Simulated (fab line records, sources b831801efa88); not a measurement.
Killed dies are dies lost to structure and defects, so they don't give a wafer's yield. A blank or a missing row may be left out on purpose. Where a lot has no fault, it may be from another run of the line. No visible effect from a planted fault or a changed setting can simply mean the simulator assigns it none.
fab line records -- flow sky130
record: lots: 12, wafers: 36, last_day: 51
route steps=708 shown FIELD_ISO@15 SD_P@322 METAL1@439 VIA1@460 PAD_OPEN@708
lots that met no fault: taken from a fault-free run of the same line
start_h: the number of hours between the record's first day and the start of the first shown wafer of the lot -- wait_h: hours elapsed since this lot's preceding step -- " same as the row above -- L1.1+2: a single row standing in for several wafers -- - no value, or no start given -- * or withheld: withheld -- < > ~ a bound
route shown NAME@n: names a module that has steps shown in the file, with the first one's number in the route -- usual: mean/standard deviation taken from wafers without a fault -- same: alike in all rows -- chamber/n: place in a boat -- sites: per-site readings -- _std_site: standard deviation of those values -- _edge_site: inner sites' mean taken away from outer sites' mean -- radius_mm: for every site, how far away it sits from the centre of the wafer -- mask NAME#n: copy n -- behind: the most recent tool/chamber to have shaped the wafer -- hold: reason for holding the lot/hours on hold/outcome of the hold -- device: names the non-switching transistor (n, p or np) -- end of line: tests run on the same wafers once the route is complete -- a step given without rows: its recipe and nothing more -- killed: dies lost to structure and defects at the first sort, not the wafer's yield -- map: the dies of a wafer, with x for killed, . for not killed, _ for no die there
set.NAME: the setting that was run; set.NAME@STEP: the one run at that earlier step -- model.NAME: the simulator's own value behind a step, which no gauge read
a sample of lots followed through the steps of the route, with each step as a table and each wafer as a row
services: the hour from which a tool's chamber was out of use, counted from the record's first day as start_h (under 0 if before that day), plus the number of hours and why
== steps ==
step: SKY_FIELD_ISO_ETCH_14
recipe: chemistry: N2/H2, target: BARC, ion_energy_ev: 200, source_w: 500, bias_w: 100, pressure_mtorr: 30, n2_flow_sccm: 100, h2_flow_sccm: 200, stop_on: SiO2, time_s: 45.9, target_depth_a: 600
usual: drypump_motor_current_A: 5.8/0.47, oes_product_au: 0.855/0.0045, throttle_valve_pct: 13.225/0.0084
lot.wafer,tool,chamber,start_h,wait_h,drypump_motor_current_A,oes_product_au,rf_hours_counter_h,throttle_valve_pct
L652.2,rie_diel-04,0,31.37,0.1,5.4,0.857,94,13.222
L652.4,rie_diel-04,1,31.37,0.1,5.8,0.858,-,13.220
L652.5,rie_diel-04,3,31.37,0.1,6.2,0.866,-,13.230
L654.1,rie_diel-03,1,40.51,0.1,5.9,0.858,146,13.227
L654.3,rie_diel-03,2,40.51,0.1,5.4,0.856,167,13.224
L654.5,rie_diel-03,0,40.51,0.1,6.7,0.856,-,13.233
L658.2,rie_diel-02,1,61.06,0.1,5.6,0.859,77,13.225
L658.4,rie_diel-02,3,61.06,0.1,6.2,0.850,91,13.236
L658.5,rie_diel-02,0,61.06,0.1,5.2,0.859,-,13.215
L659.4,rie_diel-02,0,69.26,0.0,5.3,0.853,7,13.232
L659.5,rie_diel-02,0,69.26,0.0,5.2,0.850,-,13.223
L659.6,rie_diel-02,3,69.26,0.0,6.1,0.846,-,13.226
L661.1,rie_diel-02,0,77.94,0.1,5.3,0.851,7,13.232
L661.5,rie_diel-02,2,77.94,0.1,6.5,0.857,-,13.230
L661.6,rie_diel-02,3,77.94,0.1,6.1,0.859,-,13.218
L662.1,rie_diel-03,0,83.71,0.1,6.7,0.857,93,13.218
L662.3,rie_diel-03,3,83.71,0.1,5.3,0.855,75,13.222
L662.4,rie_diel-03,1,83.71,0.1,5.9,0.847,-,13.233
L663.1,rie_diel-04,1,86.86,0.1,5.9,0.848,5,13.220
L663.3,rie_diel-04,2,86.86,0.1,5.5,0.854,1,13.220
L663.4,rie_diel-04,0,86.86,0.1,5.3,0.855,96,13.220
L665.2,rie_diel-03,3,97.18,0.1,5.3,0.852,75,13.247
L665.4,rie_diel-03,1,97.18,0.1,5.9,0.855,-,13.227
L665.5,rie_diel-03,1,97.18,0.1,5.9,0.854,-,13.220
L671.1,rie_diel-04,0,128.33,0.1,5.3,0.859,97,13.227
L671.3,rie_diel-04,1,128.33,0.1,5.8,0.843,6,13.219
L671.4,rie_diel-04,0,128.33,0.1,5.3,0.861,-,13.232
L672.3,rie_diel-04,0,132.98,0.1,5.3,0.851,97,13.234
L672.5,rie_diel-04,0,132.98,0.1,5.3,0.855,-,13.220
L672.6,rie_diel-04,2,132.98,0.1,5.5,0.858,-,13.229
L673.1,rie_diel-02,1,139.63,0.1,5.5,0.856,79,13.210
L673.4,rie_diel-02,2,139.63,0.1,6.5,0.857,22,13.225
L673.5,rie_diel-02,0,139.63,0.1,5.2,0.855,-,13.220
L675.2,rie_diel-03,1,151.06,0.1,5.9,0.858,148,13.226
L675.5,rie_diel-03,3,151.06,0.1,5.3,0.848,-,13.207
L675.6,rie_diel-03,0,151.06,0.1,6.7,0.860,-,13.197
step: SKY_SD_P_COAT_02
recipe: resist: NOVOLAK, spin_rpm: 3000, resist_thk_nm: 1140
usual: spin_speed_rpm: 3000.1/1.7
lot.wafer,tool,chamber,start_h,wait_h,spin_speed_rpm
L652.2,litho_track-03,0,599.58,0.1,3001.5
L652.4,litho_track-03,0,599.58,0.1,3002.9
L652.5,litho_track-03,0,599.58,0.1,3002.4
L654.1,litho_track-04,0,612.41,0.1,3000.0
L654.3,litho_track-04,0,612.41,0.1,3000.7
L654.5,litho_track-04,0,612.41,0.1,3004.1
L658.2,litho_track-01,0,644.17,0.1,2999.2
L658.4,litho_track-01,0,644.17,0.1,3001.6
L658.5,litho_track-01,0,644.17,0.1,3002.0
L659.4,litho_track-03,0,664.23,0.1,3000.2
L659.5,litho_track-03,0,664.23,0.1,3002.9
L659.6,litho_track-03,0,664.23,0.1,3001.1
L661.1,litho_track-01,0,671.89,0.1,3002.1
L661.5,litho_track-01,0,671.89,0.1,2997.3
L661.6,litho_track-01,0,671.89,0.1,2999.3
L662.1,litho_track-01,0,678.29,0.1,2646.7
L662.3,litho_track-01,0,678.29,0.1,2647.9
L662.4,litho_track-01,0,678.29,0.1,2648.0
L663.1,litho_track-01,0,695.09,0.1,2649.3
L663.3,litho_track-01,0,695.09,0.1,2643.3
L663.4,litho_track-01,0,695.09,0.1,2647.5
L665.2,litho_track-03,0,706.43,0.1,2996.8
L665.4,litho_track-03,0,706.43,0.1,2998.2
L665.5,litho_track-03,0,706.43,0.1,3002.4
L671.1,litho_track-03,0,751.06,0.1,3000.9
L671.3,litho_track-03,0,751.06,0.1,3000.2
L671.4,litho_track-03,0,751.06,0.1,3000.5
L672.3,litho_track-01,0,755.69,0.1,2998.2
L672.5,litho_track-01,0,755.69,0.1,3004.6
L672.6,litho_track-01,0,755.69,0.1,2999.7
L673.1,litho_track-04,0,769.32,0.1,3002.6
L673.4,litho_track-04,0,769.32,0.1,3000.7
L673.5,litho_track-04,0,769.32,0.1,2999.4
L675.2,litho_track-01,0,780.02,0.1,3001.8
L675.5,litho_track-01,0,780.02,0.1,3000.6
L675.6,litho_track-01,0,780.02,0.1,2998.9
step: SKY_SD_P_STRIP_10
recipe: chemistry: O2/N2, power_w: 1400, pressure_mtorr: 1500, platen_temp_c: withheld, o2_flow_sccm: 3000, n2_flow_sccm: 300, overash_fraction: 0.5
usual: drypump_motor_current_A: 5.84/0.15, oes_product_au: 0.618/0.0047, strip_time_to_endpoint_s: 17.50/0.046
lot.wafer,tool,chamber,start_h,wait_h,drypump_motor_current_A,oes_product_au,rf_hours_counter_h,strip_time_to_endpoint_s
L652.2,plasma_asher-02,1,615.62,0.1,5.73,0.616,80,17.54
L652.4,plasma_asher-02,0,615.62,0.1,5.95,0.619,-,17.57
L652.5,plasma_asher-02,1,615.62,0.1,5.74,0.617,-,17.50
L654.1,plasma_asher-02,0,626.52,0.1,5.97,0.620,81,17.53
L654.3,plasma_asher-02,1,626.52,0.1,5.75,0.616,-,17.54
L654.5,plasma_asher-02,0,626.52,0.1,5.98,0.620,-,17.50
L658.2,plasma_asher-04,1,658.07,0.1,5.74,0.616,54,17.53
L658.4,plasma_asher-04,1,658.07,0.1,5.75,0.613,-,17.49
L658.5,plasma_asher-04,1,658.07,0.1,5.76,0.625,-,17.51
L659.4,plasma_asher-02,0,679.40,0.1,5.99,0.602,-,17.51
L659.5,plasma_asher-02,0,679.40,0.1,5.98,0.629,-,17.50
L659.6,plasma_asher-02,1,679.40,0.1,5.71,0.619,-,17.52
L661.1,plasma_asher-02,1,685.85,0.1,5.70,0.619,88,17.48
L661.5,plasma_asher-02,1,685.85,0.1,5.71,0.615,-,17.48
L661.6,plasma_asher-02,0,685.85,0.1,5.97,0.619,-,17.42
L662.1,plasma_asher-04,1,692.46,0.1,5.77,0.625,57,18.27
L662.3,plasma_asher-04,1,692.46,0.1,5.77,0.621,-,18.35
L662.4,plasma_asher-04,0,692.46,0.1,6.04,0.614,-,18.30
L663.1,plasma_asher-01,1,710.21,0.1,5.72,0.615,103,18.28
L663.3,plasma_asher-01,1,710.21,0.1,5.75,0.626,-,18.27
L663.4,plasma_asher-01,0,710.21,0.1,5.57,0.619,-,18.28
L665.2,plasma_asher-02,1,719.33,0.1,5.77,0.619,91,17.48
L665.4,plasma_asher-02,1,719.33,0.1,5.74,0.611,-,17.46
L665.5,plasma_asher-02,0,719.33,0.1,5.93,0.612,-,17.47
L671.1,plasma_asher-01,0,766.82,0.1,5.57,0.622,2,17.53
L671.3,plasma_asher-01,0,766.82,0.1,5.58,0.617,-,17.57
L671.4,plasma_asher-01,1,766.82,0.1,5.74,0.620,-,17.54
L672.3,plasma_asher-04,1,769.98,0.1,5.76,0.616,-,17.51
L672.5,plasma_asher-04,0,769.98,0.1,6.04,0.614,-,17.46
L672.6,plasma_asher-04,1,769.98,0.1,5.79,0.622,-,17.47
L673.1,plasma_asher-04,0,783.27,0.1,6.05,0.618,65,17.49
L673.4,plasma_asher-04,1,783.27,0.1,5.76,0.626,-,17.52
L673.5,plasma_asher-04,1,783.27,0.1,5.75,0.613,-,17.50
L675.2,plasma_asher-04,1,795.52,0.1,5.75,0.620,66,17.53
L675.5,plasma_asher-04,0,795.52,0.1,6.02,0.616,-,17.48
L675.6,plasma_asher-04,1,795.52,0.1,5.76,0.614,-,17.54
step: SKY_METAL1_RS_MEAS_05
recipe: thk_meas_gauge: four-point-probe, reads: TiN_of_METAL1_SPUTTER_04+Ti_of_METAL1_SPUTTER_03+AlCu_of_METAL1_SPUTTER_02+TiN_of_METAL1_SPUTTER_01+Ti_of_METAL1_SPUTTER_00
usual: METAL1_ALCU_RS: 0.1267/0.0014
lot.wafer,tool,chamber,start_h,wait_h,METAL1_ALCU_RS[ohm/sq]
L652.2,film_metro-03,-,767.26,0.0,0.1283
L652.4,film_metro-03,-,767.26,0.0,0.1285
L652.5,film_metro-03,-,767.26,0.0,0.1268
L654.1,film_metro-01,-,775.29,0.0,0.1244
L654.3,film_metro-01,-,775.29,0.0,0.1257
L654.5,film_metro-01,-,775.29,0.0,0.1247
L658.2,film_metro-02,-,805.61,0.0,0.1251
L658.4,film_metro-02,-,805.61,0.0,0.1257
L658.5,film_metro-02,-,805.61,0.0,0.1255
L659.4,film_metro-03,-,826.75,0.1,0.1275
L659.5,film_metro-03,-,826.75,0.1,0.1274
L659.6,film_metro-03,-,826.75,0.1,0.1269
L661.1,film_metro-01,-,832.68,0.0,0.1301
L661.5,film_metro-01,-,832.68,0.0,0.1304
L661.6,film_metro-01,-,832.68,0.0,0.1287
L662.1,film_metro-03,-,838.88,0.0,0.1251
L662.3,film_metro-03,-,838.88,0.0,0.1238
L662.4,film_metro-03,-,838.88,0.0,0.1257
L663.1,film_metro-03,-,855.29,0.0,0.1249
L663.3,film_metro-03,-,855.29,0.0,0.1256
L663.4,film_metro-03,-,855.29,0.0,0.1253
L665.2,film_metro-03,-,864.16,0.0,0.1251
L665.4,film_metro-03,-,864.16,0.0,0.1266
L665.5,film_metro-03,-,864.16,0.0,0.1255
L671.1,film_metro-03,-,905.38,0.0,0.1297
L671.3,film_metro-03,-,905.38,0.0,0.1286
L671.4,film_metro-03,-,905.38,0.0,0.1274
L672.3,film_metro-01,-,910.32,0.1,0.1258
L672.5,film_metro-01,-,910.32,0.1,0.1249
L672.6,film_metro-01,-,910.32,0.1,0.1263
L673.1,film_metro-03,-,924.77,0.0,0.1258
L673.4,film_metro-03,-,924.77,0.0,0.1266
L673.5,film_metro-03,-,924.77,0.0,0.1260
L675.2,film_metro-02,-,934.02,0.0,0.1268
L675.5,film_metro-02,-,934.02,0.0,0.1278
L675.6,film_metro-02,-,934.02,0.0,0.1263
step: SKY_VIA1_CMP_02
recipe: material: SiO2, down_force_psi: 4, platen_rpm: 60, pad_velocity_m_s: 0.94248
usual: motor_current_A: 12.1/1.3
lot.wafer,tool,chamber,start_h,wait_h,motor_current_A
L652.2,cmp-01,3,796.33,0.1,12.6
L652.4,cmp-01,0,796.33,0.1,9.8
L652.5,cmp-01,2,796.33,0.1,12.6
L654.3,cmp-02,3,804.65,0.3,11.0
L654.1,cmp-02,0,804.65,0.3,11.7
L654.5,cmp-02,2,804.65,0.3,14.6
L658.2,cmp-02,1,834.15,0.1,10.9
L658.4,cmp-02,3,834.15,0.1,12.1
L658.5,cmp-02,0,834.15,0.1,11.8
L659.4,cmp-02,2,855.54,0.2,13.8
L659.6,cmp-02,3,855.54,0.2,12.2
L659.5,cmp-02,0,855.54,0.2,11.9
L661.1,cmp-02,3,860.57,0.1,12.5
L661.5,cmp-02,2,860.57,0.1,14.6
L661.6,cmp-02,3,860.57,0.1,12.6
L662.1,cmp-01,1,866.98,0.1,11.2
L662.4,cmp-01,2,866.98,0.1,12.9
L662.3,cmp-01,0,866.98,0.1,9.7
L663.4,cmp-02,0,882.78,0.2,12.1
L663.1,cmp-02,1,882.78,0.2,11.4
L663.3,cmp-02,2,882.78,0.2,14.8
L665.4,cmp-02,3,892.00,0.1,12.1
L665.2,cmp-02,0,892.00,0.1,12.3
L665.5,cmp-02,2,892.00,0.1,14.3
L671.3,cmp-02,2,932.94,0.0,13.9
L671.1,cmp-02,3,932.94,0.0,12.0
L671.4,cmp-02,0,932.94,0.0,11.9
L672.3,cmp-02,2,936.72,0.1,13.6
L672.6,cmp-02,1,936.72,0.1,10.7
L672.5,cmp-02,2,936.72,0.1,14.8
L673.4,cmp-01,1,950.81,0.0,10.7
L673.1,cmp-01,0,950.81,0.0,9.5
L673.5,cmp-01,1,950.81,0.0,10.9
L675.2,cmp-02,0,960.44,0.4,11.8
L675.5,cmp-02,1,960.44,0.4,10.9
L675.6,cmp-02,2,960.44,0.4,13.9
step: SKY_PAD_OPEN_PROBE_99
usual: killed_at_M0_to_M3: 43/6.8, killed_at_M4_up: 3.3/1.9, killed_at_contacts: 24/5.3, killed_at_front_end: 14/4.3, killed_at_other: 0.3/0.62, killed_dies: 85/9.8, killed_on_rim: 17/3.9, killed_open: 46/8, killed_short: 39/5.9
same: gross_dies: 492, killed_at_back_side: 0
lot.wafer,tool,chamber,start_h,wait_h,killed_at_M0_to_M3,killed_at_M4_up,killed_at_contacts,killed_at_front_end,killed_at_other,killed_dies,killed_on_rim,killed_open,killed_short
L659.4,prober-02,-,1154.19,0.2,42,5,29,20,0,96,21,47,49
L659.5,prober-02,-,1154.24,0.2,42,8,18,16,0,84,14,52,32
L659.6,prober-02,-,1154.29,0.2,44,6,32,16,0,98,20,58,40
L662.1,prober-01,-,1162.26,0.1,39,2,17,12,0,70,15,28,42
L662.3,prober-01,-,1162.36,0.2,52,6,27,14,1,100,25,64,36
L662.4,prober-01,-,1162.41,0.2,51,1,26,14,3,95,10,50,45
killed by level:class
L659.4 CONTACT:geometric_particle:open=9 CONTACT:geometric_particle:short=7 VIA3:geometric_particle:open=7 VIA1:geometric_particle:open=6 VIA2:geometric_particle:open=6 POLY_GATE:geometric_particle:short=5 LI_CONTACT:geometric_particle:open=5 METAL2:geometric_particle:short=5
L659.5 VIA1:geometric_particle:open=17 CONTACT:geometric_particle:open=8 FIELD_ISO:geometric_particle:open=6 POLY_GATE:geometric_particle:open=4 METAL1:geometric_particle:short=4 METAL2:geometric_particle:short=4 VIA1:geometric_particle:short=4 VIA2:geometric_particle:open=4
L659.6 VIA1:geometric_particle:open=11 VIA3:geometric_particle:open=10 CONTACT:geometric_particle:open=8 LI_CONTACT:geometric_particle:open=7 CONTACT:geometric_particle:short=7 VIA2:geometric_particle:open=6 POLY_GATE:geometric_particle:short=5 METAL4:geometric_particle:short=5
L662.1 VIA1:geometric_particle:open=10 LI_CONTACT:geometric_particle:short=4 VIA2:geometric_particle:short=4 CONTACT:geometric_particle:open=4 CONTACT:geometric_particle:short=4 VIA1:geometric_particle:short=4 METAL3:geometric_particle:short=4 METAL2:geometric_particle:short=4
L662.3 VIA1:geometric_particle:open=13 CONTACT:geometric_particle:open=12 LI_CONTACT:geometric_particle:open=8 VIA3:geometric_particle:open=7 VIA2:geometric_particle:open=6 VIA3:geometric_particle:short=6 POLY_GATE:geometric_particle:open=5 METAL2:geometric_particle:short=5
L662.4 METAL2:geometric_particle:short=13 CONTACT:geometric_particle:open=10 VIA1:geometric_particle:open=10 METAL1:geometric_particle:short=9 LI_CONTACT:geometric_particle:open=8 LOCAL_INTERCONNECT:geometric_particle:short=5 VIA2:geometric_particle:open=5 FIELD_ISO:geometric_particle:open=4
== services ==
tool,chamber,start_h,hours,kind
cmp-02,-,26.70,1.4,repair
cmp-02,-,51.69,10.2,repair
cmp-02,-,54.43,1.1,repair
plasma_asher-04,-,64.49,1.2,repair
cmp-02,-,65.57,4.0,pm
cmp-02,-,103.93,0.3,repair
cmp-02,-,165.34,1.3,repair
cmp-02,-,264.27,3.4,repair
cmp-02,-,288.94,6.7,pm
cmp-02,-,311.50,11.1,pm
cmp-02,-,339.63,0.3,repair
cmp-02,-,347.90,0.5,repair
cmp-02,-,387.10,4.4,repair
cmp-02,-,393.25,4.5,repair
cmp-02,-,405.57,4.0,pm
cmp-02,-,420.79,2.9,repair
cmp-02,-,489.65,6.8,repair
cmp-02,-,605.08,5.8,pm
cmp-02,-,657.94,3.5,pm
cmp-02,-,703.06,0.7,repair
cmp-02,-,745.57,4.0,pm
cmp-02,-,846.00,7.3,repair
cmp-02,-,864.95,0.7,repair
cmp-02,-,916.84,1.1,repair
== key ==
first_sign: step: SKY_SD_P_COAT_02, reading: spin_speed_rpm, direction: down, sigmas: 99+, usual: 3000.1, struck: 2647.1
effect: step: SKY_SD_P_STRIP_10, reading: strip_time_to_endpoint_s, direction: up, sigmas: 17, usual: *, struck: *
met_at SKY_SD_P_COAT_02
struck_lots L662,L663
tester_left_out L662,L663
not_acting_at SKY_FIELD_ISO_ETCH_14,SKY_METAL1_RS_MEAS_05,SKY_VIA1_CMP_02
onset_between 671.89 678.29
fault: kind: process_parameter_drift, tool: litho_track-01, chamber: -, onset_h: 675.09, steps: SKY_SD_P_COAT_02, channel: spin_rpm, offset: -351.86, shape: step, end_h: 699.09, acts_in: these_recipes_only, stated: 3000
tester_left_out: of these lots the tester's yield and bins aren't shown, on N5 and GAA mostly nor the transistor test; their killed dies are dies lost to structure and defects alone, not to doping, threshold or leakage, so they don't give the yield
